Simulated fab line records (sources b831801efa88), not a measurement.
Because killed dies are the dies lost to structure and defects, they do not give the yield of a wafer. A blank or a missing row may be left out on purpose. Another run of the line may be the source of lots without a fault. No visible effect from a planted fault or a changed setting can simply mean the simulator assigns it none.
fab line records	flow gf180mcu
[record] lots = 24	wafers = 72	last_day = 34
route steps=602 shown STI@23 NWELL@49 CONTACT@288 M3@423 M5@535 PASSIVATION@590
lots that met no fault: from a run of the same line without faults
start_h: hours from the record's opening day to when the first of the lot's shown wafers began	wait_h: hours elapsed since this lot's preceding step	" unchanged from the row above	L1.1+2: a row that stands for several wafers	- no value present, or no start provided	* or withheld: withheld	< > ~ a bound
route shown NAME@n: NAME is a module with steps in the file, n the number in the route of the first one	usual: the fault-free wafers' mean and standard deviation	same: alike in all rows	chamber/n: place in a boat	sites: readings site by site	_std_site: their standard deviation	_edge_site: inner sites' mean taken away from outer sites' mean	radius_mm: for every site, how far away it sits from the centre of the wafer	mask NAME#n: copy n	behind: tool/chamber where the wafer was last shaped	hold: the reason the lot was held/the length of the hold in hours/how it ended	device: whichever transistor did not switch (one of n, p or np)	end of line: the route-end tests of the same wafers	step lacking rows: just its recipe	killed: at the first sort, the dies lost to defects and structure; wafer yield is something else	map: the dies of a wafer, with x for killed, . for not killed, _ for no die there
set.NAME: the setting that was run; set.NAME@STEP: the one run at that earlier step	model.NAME: the simulator's own value behind a step, which no gauge read
the route's steps for a sample of lots (tables are steps, rows are wafers)
services: a tool's chamber out of use, with start hour (start_h, from the record's first day; less than 0 if before it), hours out, and reason
[[steps]]
[step GF_STI_THK_MEAS_22]
[recipe] reads = SiO2_of_STI_OXIDATION_21
[usual] STI_OXIDATION_01_THK = 15.16/0.28
lot.wafer	tool	chamber	start_h	wait_h	STI_OXIDATION_01_THK[nm]
L074.1	film_metro-03	-	26.93	0.0	14.56
L074.3	"	-	"	"	14.62
L074.6	"	-	"	"	14.47
L075.2	film_metro-03	-	33.48	0.0	14.97
L075.3	"	-	"	"	15.02
L075.4	"	-	"	"	14.99
L076.1	film_metro-03	-	38.33	0.0	15.02
L076.3	"	-	"	"	14.95
L076.4	"	-	"	"	14.86
L077.3	film_metro-01	-	42.67	0.0	14.81
L077.4	"	-	"	"	14.82
L077.6	"	-	"	"	15.11
L078.2	film_metro-01	-	47.88	0.0	15.62
L078.5	"	-	"	"	15.14
L078.6	"	-	"	"	15.46
L079.1	film_metro-02	-	57.64	0.0	14.94
L079.4	"	-	"	"	14.84
L079.6	"	-	"	"	14.86
L080.4	film_metro-03	-	58.30	0.0	14.87
L080.5	"	-	"	"	15.03
L080.6	"	-	"	"	14.89
L081.2	film_metro-01	-	63.57	0.0	14.93
L081.3	"	-	"	"	14.81
L081.4	"	-	"	"	14.82
L082.3	film_metro-01	-	69.95	0.0	15.11
L082.4	"	-	"	"	15.19
L082.6	"	-	"	"	15.22
L083.3	film_metro-01	-	74.78	0.0	15.40
L083.5	"	-	"	"	15.55
L083.6	"	-	"	"	15.61
L084.1	film_metro-02	-	79.11	0.0	15.29
L084.4	"	-	"	"	14.88
L084.6	"	-	"	"	15.14
L085.3	film_metro-03	-	84.64	0.0	15.67
L085.4	"	-	"	"	15.55
L085.5	"	-	"	"	15.50
L086.1	film_metro-03	-	89.40	0.0	15.57
L086.3	"	-	"	"	15.27
L086.4	"	-	"	"	15.52
L087.2	film_metro-03	-	93.88	0.0	15.18
L087.4	"	-	"	"	15.38
L087.6	"	-	"	"	14.99
L088.2	film_metro-01	-	99.93	0.0	14.95
L088.3	"	-	"	"	15.07
L088.4	"	-	"	"	15.05
L089.1	film_metro-02	-	105.31	0.0	15.50
L089.2	"	-	"	"	15.56
L089.6	"	-	"	"	15.50
L090.2	film_metro-01	-	109.52	0.0	15.24
L090.3	"	-	"	"	15.62
L090.5	"	-	"	"	15.58
L091.1	film_metro-02	-	115.38	0.0	15.27
L091.2	"	-	"	"	14.94
L091.6	"	-	"	"	15.10
L092.1	film_metro-03	-	119.93	0.0	14.97
L092.3	"	-	"	"	14.99
L092.4	"	-	"	"	14.85
L093.1	film_metro-03	-	124.61	0.0	15.44
L093.5	"	-	"	"	15.41
L093.6	"	-	"	"	15.31
L094.3	film_metro-01	-	130.30	0.0	15.28
L094.4	"	-	"	"	14.94
L094.6	"	-	"	"	15.33
L095.2	film_metro-03	-	137.65	0.0	15.28
L095.5	"	-	"	"	15.35
L095.6	"	-	"	"	15.25
L096.1	film_metro-01	-	140.39	0.0	15.22
L096.3	"	-	"	"	15.05
L096.5	"	-	"	"	15.22
L097.3	film_metro-02	-	146.22	0.0	15.54
L097.4	"	-	"	"	15.21
L097.6	"	-	"	"	15.31
[step GF_NWELL_OVL_MEAS_07]
[usual] NWELL_OVL = 0.4/1.3
lot.wafer	tool	chamber	start_h	wait_h	NWELL_OVL[nm]
L074.1	overlay-01	-	54.48	-	-0.7
L074.3	"	-	"	"	0.1
L074.6	"	-	"	"	0.4
L075.2	overlay-02	-	62.04	-	1.6
L075.3	"	-	"	"	0.3
L075.4	"	-	"	"	1.1
L076.1	overlay-01	-	66.52	-	-1.3
L076.3	"	-	"	"	-1.7
L076.4	"	-	"	"	-1.8
L077.3	overlay-02	-	70.20	-	0.2
L077.4	"	-	"	"	0.1
L077.6	"	-	"	"	1.8
L078.2	overlay-01	-	76.38	-	0.3
L078.5	"	-	"	"	-0.1
L078.6	"	-	"	"	-0.8
L079.1	overlay-01	-	87.17	-	1.8
L079.4	"	-	"	"	-1.8
L079.6	"	-	"	"	0.0
L080.4	overlay-02	-	89.05	-	-1.5
L080.5	"	-	"	"	-3.7
L080.6	"	-	"	"	0.5
L081.2	overlay-02	-	94.04	-	0.9
L081.3	"	-	"	"	1.8
L081.4	"	-	"	"	2.5
L082.3	overlay-02	-	102.45	-	0.6
L082.4	"	-	"	"	1.5
L082.6	"	-	"	"	0.3
L083.3	overlay-01	-	105.88	-	1.4
L083.5	"	-	"	"	0.6
L083.6	"	-	"	"	1.0
L084.1	overlay-01	-	111.47	-	-1.1
L084.4	"	-	"	"	3.0
L084.6	"	-	"	"	-0.2
L085.3	overlay-01	-	115.05	-	-1.6
L085.4	"	-	"	"	-0.2
L085.5	"	-	"	"	2.4
L086.1	overlay-02	-	121.62	-	0.2
L086.3	"	-	"	"	-1.0
L086.4	"	-	"	"	-0.9
L087.2	overlay-02	-	126.34	-	3.3
L087.4	"	-	"	"	2.6
L087.6	"	-	"	"	1.9
L088.2	overlay-02	-	131.72	-	2.0
L088.3	"	-	"	"	2.0
L088.4	"	-	"	"	1.6
L089.1	overlay-01	-	137.28	-	-0.3
L089.2	"	-	"	"	0.3
L089.6	"	-	"	"	2.1
L090.2	overlay-02	-	142.03	-	0.8
L090.3	"	-	"	"	-0.6
L090.5	"	-	"	"	1.5
L091.1	overlay-02	-	148.38	-	-1.4
L091.2	"	-	"	"	-1.4
L091.6	"	-	"	"	0.2
L092.1	overlay-01	-	153.92	-	1.6
L092.3	"	-	"	"	1.2
L092.4	"	-	"	"	-0.3
L093.1	overlay-02	-	159.12	-	2.1
L093.5	"	-	"	"	1.0
L093.6	"	-	"	"	0.7
L094.3	overlay-02	-	163.48	-	-0.5
L094.4	"	-	"	"	1.5
L094.6	"	-	"	"	1.2
L095.2	overlay-01	-	170.42	-	-0.4
L095.5	"	-	"	"	-0.2
L095.6	"	-	"	"	-1.4
L096.1	overlay-02	-	172.92	-	0.1
L096.3	"	-	"	"	-0.8
L096.5	"	-	"	"	0.2
L097.3	overlay-01	-	176.83	-	2.3
L097.4	"	-	"	"	0.0
L097.6	"	-	"	"	1.8
[step GF_CONTACT_THK_MEAS_01]
[recipe] reads = SiO2_of_CONTACT_CVD_00
[usual] CONTACT_CVD_00_THK = 301/3.8
lot.wafer	tool	chamber	start_h	wait_h	CONTACT_CVD_00_THK[nm]
L074.1	film_metro-02	-	333.31	0.0	304
L074.3	"	-	"	"	306
L074.6	"	-	"	"	305
L075.2	film_metro-04	-	346.96	0.0	304
L075.3	"	-	"	"	300
L075.4	"	-	"	"	301
L076.1	film_metro-04	-	348.45	0.0	304
L076.3	"	-	"	"	306
L076.4	"	-	"	"	302
L077.3	film_metro-04	-	353.80	0.0	300
L077.4	"	-	"	"	296
L077.6	"	-	"	"	302
L078.2	film_metro-02	-	365.49	0.0	299
L078.5	"	-	"	"	301
L078.6	"	-	"	"	305
L079.1	film_metro-02	-	371.58	0.0	294
L079.4	"	-	"	"	303
L079.6	"	-	"	"	291
L080.4	film_metro-04	-	378.06	0.0	298
L080.5	"	-	"	"	294
L080.6	"	-	"	"	304
L081.2	film_metro-02	-	392.38	0.0	296
L081.3	"	-	"	"	299
L081.4	"	-	"	"	297
L082.3	film_metro-02	-	402.44	0.0	299
L082.4	"	-	"	"	302
L082.6	"	-	"	"	296
L083.3	film_metro-01	-	416.76	0.0	300
L083.5	"	-	"	"	304
L083.6	"	-	"	"	296
L084.1	film_metro-01	-	417.03	0.0	306
L084.4	"	-	"	"	304
L084.6	"	-	"	"	304
L085.3	film_metro-01	-	424.14	0.0	306
L085.4	"	-	"	"	303
L085.5	"	-	"	"	305
L086.1	film_metro-01	-	431.91	0.0	301
L086.3	"	-	"	"	302
L086.4	"	-	"	"	307
L087.2	film_metro-02	-	451.58	0.0	301
L087.4	"	-	"	"	301
L087.6	"	-	"	"	303
L088.2	film_metro-01	-	452.94	0.0	301
L088.3	"	-	"	"	293
L088.4	"	-	"	"	298
L089.1	film_metro-04	-	475.16	0.0	302
L089.2	"	-	"	"	295
L089.6	"	-	"	"	298
L090.2	film_metro-04	-	475.47	0.0	299
L090.3	"	-	"	"	298
L090.5	"	-	"	"	304
L091.1	film_metro-01	-	484.54	0.0	293
L091.2	"	-	"	"	298
L091.6	"	-	"	"	297
L093.1	film_metro-02	-	496.78	0.0	303
L093.5	"	-	"	"	302
L093.6	"	-	"	"	304
L092.1	film_metro-02	-	496.91	0.0	299
L092.3	"	-	"	"	293
L092.4	"	-	"	"	292
L094.3	film_metro-04	-	503.08	0.0	304
L094.4	"	-	"	"	304
L094.6	"	-	"	"	304
L095.2	film_metro-02	-	515.49	0.0	299
L095.5	"	-	"	"	299
L095.6	"	-	"	"	304
L096.1	film_metro-02	-	516.65	0.0	305
L096.3	"	-	"	"	298
L096.5	"	-	"	"	302
L097.3	film_metro-02	-	529.64	0.0	300
L097.4	"	-	"	"	305
L097.6	"	-	"	"	300
[step GF_M3_CD_MEAS_14]
[recipe] target_cd_nm = 280
[usual] cd_nm = 280.4/1.3
lot.wafer	tool	chamber	start_h	wait_h	cd_nm
L074.1	cd_sem-02	-	484.28	0.1	279.4
L074.3	"	-	"	"	281.2
L074.6	"	-	"	"	279.8
L075.2	cd_sem-01	-	500.09	0.1	280.5
L075.3	"	-	"	"	281.2
L075.4	"	-	"	"	280.5
L076.1	cd_sem-01	-	501.42	0.1	282.1
L076.3	"	-	"	"	282.1
L076.4	"	-	"	"	282.8
L077.3	cd_sem-02	-	507.35	0.1	281.6
L077.4	"	-	"	"	280.5
L077.6	"	-	"	"	281.4
L078.2	cd_sem-01	-	516.80	0.1	279.6
L078.5	"	-	"	"	280.1
L078.6	"	-	"	"	281.7
L079.1	cd_sem-02	-	523.97	0.1	283.4
L079.4	"	-	"	"	282.9
L079.6	"	-	"	"	282.6
L080.4	cd_sem-02	-	529.92	0.1	282.4
L080.5	"	-	"	"	283.1
L080.6	"	-	"	"	281.8
L081.2	cd_sem-02	-	543.65	0.1	280.7
L081.3	"	-	"	"	281.6
L081.4	"	-	"	"	279.5
L082.3	cd_sem-02	-	553.22	0.1	280.4
L082.4	"	-	"	"	279.0
L082.6	"	-	"	"	279.6
L083.3	cd_sem-01	-	565.26	0.1	280.4
L083.5	"	-	"	"	279.9
L083.6	"	-	"	"	280.3
L084.1	cd_sem-01	-	566.77	0.1	279.5
L084.4	"	-	"	"	279.2
L084.6	"	-	"	"	279.5
L085.3	cd_sem-01	-	573.70	0.1	280.5
L085.4	"	-	"	"	280.2
L085.5	"	-	"	"	280.3
L086.1	cd_sem-01	-	580.87	0.1	280.5
L086.3	"	-	"	"	281.5
L086.4	"	-	"	"	281.2
L087.2	cd_sem-02	-	596.97	0.2	279.6
L087.4	"	-	"	"	278.8
L087.6	"	-	"	"	280.9
L088.2	cd_sem-02	-	598.48	0.1	278.6
L088.3	"	-	"	"	278.2
L088.4	"	-	"	"	279.0
L089.1	cd_sem-01	-	616.28	0.1	279.0
L089.2	"	-	"	"	278.1
L089.6	"	-	"	"	279.9
L090.2	cd_sem-02	-	617.43	0.1	281.5
L090.3	"	-	"	"	282.4
L090.5	"	-	"	"	281.8
L091.1	cd_sem-01	-	624.18	0.1	278.1
L091.2	"	-	"	"	278.5
L091.6	"	-	"	"	278.0
L093.1	cd_sem-01	-	633.53	0.1	280.6
L093.5	"	-	"	"	281.9
L093.6	"	-	"	"	281.8
L092.1	cd_sem-01	-	635.31	0.1	279.6
L092.3	"	-	"	"	280.1
L092.4	"	-	"	"	280.9
L094.3	cd_sem-01	-	640.17	0.1	279.2
L094.4	"	-	"	"	278.3
L094.6	"	-	"	"	279.5
L095.2	cd_sem-02	-	649.24	0.1	280.1
L095.5	"	-	"	"	281.5
L095.6	"	-	"	"	280.5
L096.1	cd_sem-01	-	652.28	0.1	279.4
L096.3	"	-	"	"	279.3
L096.5	"	-	"	"	279.2
L097.3	cd_sem-02	-	663.61	0.1	280.7
L097.4	"	-	"	"	281.1
L097.6	"	-	"	"	282.0
[step GF_M5_ETCH_09]
[recipe] chemistry = CF4/O2	target = Si3N4	target_depth_nm = 52	source_w = 800	bias_w = 150	pressure_mtorr = 150	cf4_flow_sccm = 80	O2_flow_sccm = 10	time_s = 11.6
[usual] O2_flow_sccm = 10.004/0.03	chamber_pressure_mTorr = 150.02/0.24	drypump_motor_current_A = 5.6/0.44	oes_product_au = 1.002/0.013	rf_fwd_power_W = 786/4.4	throttle_valve_pct = 5.971/0.0098
lot.wafer	tool	chamber	start_h	wait_h	O2_flow_sccm	chamber_pressure_mTorr	drypump_motor_current_A	oes_product_au	rf_fwd_power_W	rf_hours_counter_h	throttle_valve_pct
L074.1	rie_diel-04	1	602.72	0.0	9.994	150.11	5.0	1.004	780	24	5.972
L074.3	"	3	"	"	9.982	150.06	6.3	1.021	790	15	5.980
L074.6	"	3	"	"	10.047	149.79	6.3	1.010	788	-	5.986
L075.2	rie_diel-03	0	615.59	0.0	9.991	150.01	5.2	1.009	782	56	5.966
L075.3	"	3	"	"	9.967	150.02	5.5	1.012	783	17	5.984
L075.4	"	1	"	"	10.039	149.98	5.1	1.016	797	13	5.958
L076.1	rie_diel-04	1	617.92	0.0	9.968	149.96	5.0	1.008	784	24	5.949
L076.3	"	2	"	"	10.013	150.24	5.8	0.983	784	16	5.952
L076.4	"	3	"	"	10.020	149.96	6.3	0.990	784	15	5.978
L077.3	rie_diel-04	3	620.78	0.0	9.976	149.90	6.3	1.002	789	15	5.978
L077.4	"	0	"	"	10.047	149.96	6.2	0.966	791	5	5.961
L077.6	"	3	"	"	9.968	150.17	6.3	1.004	787	-	5.972
L078.2	rie_diel-02	2	629.71	0.0	9.983	150.23	5.2	1.003	793	18	5.971
L078.5	"	3	"	"	9.948	150.06	6.0	1.000	783	-	5.969
L078.6	"	2	"	"	9.949	150.02	5.2	1.005	791	-	5.966
L079.1	rie_diel-04	1	635.88	0.0	9.953	149.93	5.0	1.005	782	25	5.966
L079.4	"	3	"	"	10.034	150.00	6.3	0.997	787	16	5.965
L079.6	"	2	"	"	10.040	149.97	5.8	0.985	788	-	5.971
L080.4	rie_diel-03	1	641.93	0.0	10.001	149.79	5.1	1.022	790	-	5.974
L080.5	"	0	"	"	10.033	150.01	5.3	1.010	779	-	5.981
L080.6	"	3	"	"	10.014	149.92	5.5	1.017	785	-	5.954
L081.2	rie_diel-02	0	654.41	0.0	9.992	149.94	5.4	1.004	789	8	5.978
L081.3	"	1	"	"	10.031	150.04	5.3	1.009	785	33	5.980
L081.4	"	3	"	"	10.005	150.08	6.0	0.988	786	-	5.966
L082.3	rie_diel-04	3	663.66	0.0	9.961	149.95	6.3	1.001	787	17	5.968
L082.4	"	0	"	"	10.006	150.08	6.1	0.979	793	6	5.969
L082.6	"	0	"	"	9.977	150.17	6.1	0.976	796	-	5.972
L083.3	rie_diel-03	3	673.67	0.0	10.013	149.78	5.4	1.011	780	20	5.971
L083.5	"	0	"	"	9.927	149.82	5.3	1.004	782	-	5.971
L083.6	"	1	"	"	10.017	150.01	5.1	1.013	790	-	5.976
L084.1	rie_diel-02	3	673.93	0.0	9.977	150.00	6.0	0.989	790	8	5.968
L084.4	"	0	"	"	10.021	149.83	5.4	1.008	789	8	5.976
L084.6	"	2	"	"	10.017	149.90	5.1	1.001	790	-	5.981
L085.3	rie_diel-04	3	681.46	0.0	10.017	149.99	6.3	1.008	784	17	5.977
L085.4	"	2	"	"	9.983	149.96	5.8	0.983	790	19	5.982
L085.5	"	0	"	"	10.021	150.03	6.1	0.972	790	-	5.961
L086.1	rie_diel-02	0	688.01	0.0	9.997	149.76	5.3	0.997	788	9	5.976
L086.3	"	3	"	"	9.992	149.89	6.0	0.987	785	8	5.963
L086.4	"	2	"	"	10.010	149.90	5.1	1.003	787	20	5.964
L087.2	rie_diel-03	3	701.31	0.0	10.050	150.03	5.4	1.028	783	21	5.957
L087.4	"	2	"	"	9.994	150.12	5.9	1.013	782	12	5.969
L087.6	"	0	"	"	10.032	150.19	5.3	1.004	782	-	5.964
L088.2	rie_diel-03	3	704.23	0.0	9.992	149.89	5.4	1.007	778	21	5.964
L088.3	"	0	"	"	9.978	150.11	5.3	0.988	782	59	5.961
L088.4	"	2	"	"	9.967	150.00	5.8	1.010	781	12	5.966
L089.1	rie_diel-02	0	717.61	0.0	10.037	149.92	5.3	1.001	787	11	5.965
L089.2	"	2	"	"	9.959	150.12	5.1	1.004	790	21	5.970
L089.6	"	1	"	"	9.997	149.89	5.3	1.006	784	-	5.972
L090.2	rie_diel-03	2	719.19	0.0	10.080	149.97	5.9	1.018	780	13	5.980
L090.3	"	1	"	"	10.035	150.04	5.1	1.008	796	16	5.973
L090.5	"	2	"	"	9.987	150.13	5.9	1.015	780	-	5.961
L091.1	rie_diel-04	1	725.66	0.0	9.990	149.75	5.0	1.018	787	29	5.953
L091.2	"	3	"	"	9.969	150.13	6.3	1.006	787	20	5.971
L091.6	"	1	"	"	9.985	149.95	5.0	1.005	782	-	5.979
L093.1	rie_diel-03	1	733.70	0.0	9.972	150.12	5.0	1.014	790	17	5.969
L093.5	"	2	"	"	10.009	150.09	5.9	1.006	781	-	5.981
L093.6	"	1	"	"	10.008	149.84	5.1	1.015	791	-	5.967
L092.1	rie_diel-02	1	736.03	0.0	9.988	150.00	5.3	0.998	785	36	5.967
L092.3	"	0	"	"	9.996	149.80	5.4	1.000	790	11	5.978
L092.4	"	2	"	"	10.015	149.82	5.1	1.005	790	22	5.973
L094.3	rie_diel-04	0	740.03	0.0	9.972	149.94	6.2	0.981	790	7	5.961
L094.4	"	3	"	"	10.011	150.14	6.3	1.006	785	20	5.963
L094.6	"	3	"	"	9.974	149.96	6.3	0.998	784	-	5.983
L095.2	rie_diel-03	2	746.48	0.0	10.023	150.11	5.9	1.004	778	14	5.978
L095.5	"	1	"	"	10.016	150.11	5.1	1.008	793	-	5.973
L095.6	"	0	"	"	9.997	149.99	5.3	0.972	779	-	5.960
L096.1	rie_diel-03	1	749.13	0.0	10.055	149.95	5.1	1.018	792	18	5.986
L096.3	"	2	"	"	9.997	150.10	5.9	1.002	785	14	5.959
L096.5	"	0	"	"	10.078	149.85	5.3	0.972	785	-	5.979
L097.3	rie_diel-04	2	759.10	0.0	9.959	150.19	5.8	0.992	787	22	5.955
L097.4	"	0	"	"	10.048	149.96	6.1	0.977	788	8	5.962
L097.6	"	0	"	"	10.030	150.31	6.1	0.971	791	-	5.968
[step GF_PASSIVATION_THK_MEAS_03]
[recipe] reads = Si3N4_of_PASSIVATION_CVD_02
[usual] PASSIVATION_CVD_02_THK = 698/9.2
lot.wafer	tool	chamber	start_h	wait_h	PASSIVATION_CVD_02_THK[nm]
L074.1	film_metro-02	-	648.51	0.1	677
L074.3	"	-	"	"	690
L074.6	"	-	"	"	698
L075.2	film_metro-02	-	660.83	0.2	683
L075.3	"	-	"	"	688
L075.4	"	-	"	"	694
L076.1	film_metro-01	-	661.57	0.1	695
L076.3	"	-	"	"	683
L076.4	"	-	"	"	704
L077.3	film_metro-01	-	666.13	0.2	696
L077.4	"	-	"	"	705
L077.6	"	-	"	"	703
L078.2	film_metro-02	-	673.80	0.2	701
L078.5	"	-	"	"	717
L078.6	"	-	"	"	710
L079.1	film_metro-04	-	680.31	0.1	684
L079.4	"	-	"	"	702
L079.6	"	-	"	"	689
L080.4	film_metro-04	-	686.35	0.0	702
L080.5	"	-	"	"	712
L080.6	"	-	"	"	713
L081.2	film_metro-04	-	697.17	0.2	696
L081.3	"	-	"	"	695
L081.4	"	-	"	"	705
L082.3	film_metro-01	-	704.91	0.2	699
L082.4	"	-	"	"	703
L082.6	"	-	"	"	698
L083.3	film_metro-01	-	714.79	0.2	687
L083.5	"	-	"	"	702
L083.6	"	-	"	"	698
L084.1	film_metro-04	-	715.18	0.1	687
L084.4	"	-	"	"	706
L084.6	"	-	"	"	708
L085.3	film_metro-01	-	721.69	0.2	694
L085.4	"	-	"	"	714
L085.5	"	-	"	"	708
L086.1	film_metro-01	-	728.04	0.1	681
L086.3	"	-	"	"	693
L086.4	"	-	"	"	690
L087.2	film_metro-02	-	740.87	0.2	701
L087.4	"	-	"	"	710
L087.6	"	-	"	"	713
L088.2	film_metro-04	-	742.60	0.2	688
L088.3	"	-	"	"	685
L088.4	"	-	"	"	696
L089.1	film_metro-01	-	755.18	0.3	704
L089.2	"	-	"	"	683
L089.6	"	-	"	"	693
L090.2	film_metro-04	-	756.78	0.2	693
L090.3	"	-	"	"	697
L090.5	"	-	"	"	713
L091.1	film_metro-01	-	763.20	0.1	691
L091.2	"	-	"	"	686
L091.6	"	-	"	"	695
L093.1	film_metro-02	-	770.93	0.1	696
L093.5	"	-	"	"	715
L093.6	"	-	"	"	712
L092.1	film_metro-01	-	772.01	0.1	706
L092.3	"	-	"	"	687
L092.4	"	-	"	"	714
L094.3	film_metro-01	-	776.37	0.2	688
L094.4	"	-	"	"	701
L094.6	"	-	"	"	710
L095.2	film_metro-04	-	783.52	0.2	678
L095.5	"	-	"	"	691
L095.6	"	-	"	"	694
L096.1	film_metro-02	-	784.96	0.1	687
L096.3	"	-	"	"	689
L096.5	"	-	"	"	703
L097.3	film_metro-02	-	794.46	0.2	703
L097.4	"	-	"	"	711
L097.6	"	-	"	"	714
[[services]]
tool	chamber	start_h	hours	kind
rie_diel-03	3	605.75	2.6	repair
rie_diel-03	2	609.11	4.6	repair
rie_diel-03	2	637.00	13.7	repair
rie_diel-02	2	647.09	8.9	repair
rie_diel-02	0	667.25	4.8	repair
rie_diel-04	-	678.12	0.1	repair
rie_diel-04	0	691.61	37.9	repair
rie_diel-03	0	706.31	-	clean
rie_diel-03	0	706.31	37.1	scheduled_down
rie_diel-03	0	706.31	37.1	vent_cycle
rie_diel-04	2	721.19	4.2	repair
rie_diel-03	3	756.20	2.0	repair
[[key]]
fault none
